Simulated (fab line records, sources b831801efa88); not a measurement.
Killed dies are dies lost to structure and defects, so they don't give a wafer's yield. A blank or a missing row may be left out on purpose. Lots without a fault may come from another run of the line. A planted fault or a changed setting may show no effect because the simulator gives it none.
A struck lot beside a sound one | flow sky130 | 16 steps out of a route of 708
Sound: wafers L810.1, L810.2, L810.4. Struck: wafers L817.2, L817.6. (L817.1 of the same lot was not struck and is left out.) The cause comes at the end.
At each step with rows: each side's tool, then ch and its chambers, then its first start. Under that, the readings that differ: sound wafers | struck wafers | difference of the means | sigmas: that difference in standard deviations of wafers without a fault.
alike: readings whose means differ by less than 2 such deviations, and words and numbers that are the same on both sides. not compared: withheld readings, readings that some wafer has no value for, bounds like >300 that may hide the same value, and numbers for which the record gives no deviation and whose values overlap.
The two part at a step that has a row with sigmas, a row that says differs or no value, or rows on one side only. Numbers that don't overlap but have no deviation are shown without sigmas and don't part them. A reading that every wafer of one side lacks parts them only if that side has two wafers or more.

SKY_CAPM_THK_MEAS_01:
  sound on film_metro-01, day 38 19:49; struck on film_metro-03, day 40 21:44
  alike: CAPM_CVD_00_THK
SKY_CAPM_SPUTTER_02: material TiN, target thk 200 nm, time 166.7 s.
  sound on pvd_sputter-02, day 38 19:52; struck on pvd_sputter-04, day 40 21:48
  alike: susceptor_temp_C, throttle_valve_pct
SKY_CAPM_RS_MEAS_03: measures by four-point-probe.
  sound on film_metro-02, day 38 19:59; struck on film_metro-02, day 40 21:55
  alike: CAPM_TIN_RS
SKY_CAPM_THK_MEAS_04: measures by xrf.
  sound on film_metro-02, day 38 20:06; struck on film_metro-02, day 40 22:02
  alike: CAPM_TIN_THK
then, 7 steps without rows for these wafers: SKY_CAPM_DEHYDRATE_05 (time 60 s); SKY_CAPM_HMDS_06 (prime time 60 s); SKY_CAPM_COAT_07 (resist thk 1140 nm); SKY_CAPM_SOFTBAKE_08 (time 60 s); SKY_CAPM_EXPOSE_09 (exposes mask CAPM, target cd 1000 nm); SKY_CAPM_PEB_10; SKY_CAPM_DEVELOP_11 (develop time 60 s).
SKY_CAPM_OVL_MEAS_12:
  sound on overlay-02, day 39 21:37; struck on overlay-01, day 41 21:11
  alike: CAPM_OVL
SKY_CAPM_METAL_ETCH_13: etches TiN in Cl2/BCl3, stops on SiO2, target depth 220 nm, time 62.9 s.
  sound on rie_metal-02 ch 0,1, day 39 21:39; struck on rie_metal-02 ch 1, day 41 21:13
  reading                                   | sound                | struck        | difference | sigmas
  oes_product_au (a.u.)                     | 0.937 0.929 0.942    | 1.019 1.010   | +0.078     | +12
  run_length_s (s)                          | 91.2 91.0 91.2       | 82.4 82.4     | -8.7       | -11
  throttle_valve_pct (%)                    | 21.904 21.912 21.906 | 21.853 21.846 | -0.058     | -7
  model.NOVOLAK_of_CAPM_COAT_07.thk_nm (nm) | 989.4 990.6 992.4    | 1011 1015     | +22        |
  model.CAPM.feature_depth_nm (nm)          | 200.8 197.2 201.8    | 193 191.7     | -8         |
  model.etch.depth_nm (nm)                  | 200.8 197.2 201.8    | 193 191.7     | -8         |
  alike: bcl3_flow_sccm, chamber_pressure_mTorr, drypump_motor_current_A
  not compared: rf_hours_counter_h
SKY_CAPM_STRIP_14: strips in O2/N2.
  sound on plasma_asher-01 ch 0,1, day 39 21:43; struck on plasma_asher-02 ch 0, day 41 21:18
  reading                      | sound             | struck      | difference | sigmas
  strip_time_to_endpoint_s (s) | 12.63 12.63 12.64 | 12.78 12.82 | +0.17      | +3
  alike: chamber_pressure_mTorr, drypump_motor_current_A, oes_product_au
  not compared: rf_hours_counter_h
then, 1 step without rows for these wafers: SKY_CAPM_STRIP_15 (strips in post etch residue remover, time 1200 s).
-- the record jumps here: 7 days lie between the struck wafers' starts before and after (it left off in module CAPM and takes up again in module PAD_OPEN, whose first step shown is number 708 of the route) --
SKY_PAD_OPEN_PROBE_99:
  sound on prober-01, day 47 20:15; struck on prober-02, day 49 09:13
  reading                                    | sound                           | struck       | difference | sigmas
  model.etest.met3.line_ohm_um               | 0.1431 0.146 0.1417             | 777.1 474.9  | +625.9     |
  model.etest.via3_chain.rc_ohm              | 9.14 8.533 9.427                | 608.9 362.5  | +476.7     |
  model.etest.tester.sort_n_pass             | 390 414 404                     | 0 0          | -403       |
  model.etest.met3.rs_ohm_sq                 | 0.04271 0.04267 0.04196         | 240.6 147    | +193.8     |
  model.etest.tester.sort_yield_pct (%)      | 79.27 84.15 82.11               | 0 0          | -82        |
  model.etest.tester.sort_bin_4_pct (%)      | 0 0 0                           | 80.69 81.5   | +81.09     |
  model.etest.met3.rs_ohm_sq_rim_less_centre | -0.0007068 -0.0007985 -0.000179 | -68.1 -48.06 | -58.1      |
  model.etest.field_n.under_floor            | 0 0 0                           | 1 1          | +1         |
  alike: defect_limited_yield, killed_at_M0_to_M3, killed_at_M4_up, killed_at_contacts, killed_at_front_end, killed_at_other, killed_dies, killed_open, killed_short

WHERE THEY PART
First at SKY_CAPM_METAL_ETCH_13; last, within this record, at SKY_CAPM_STRIP_14. Later steps at which nothing parts them and some readings are alike: SKY_PAD_OPEN_PROBE_99.

WHY: what the simulator had put in
Process parameter drift: rie_metal-02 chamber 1, from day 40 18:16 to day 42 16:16, at SKY_CAPM_METAL_ETCH_13. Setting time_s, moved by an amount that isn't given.
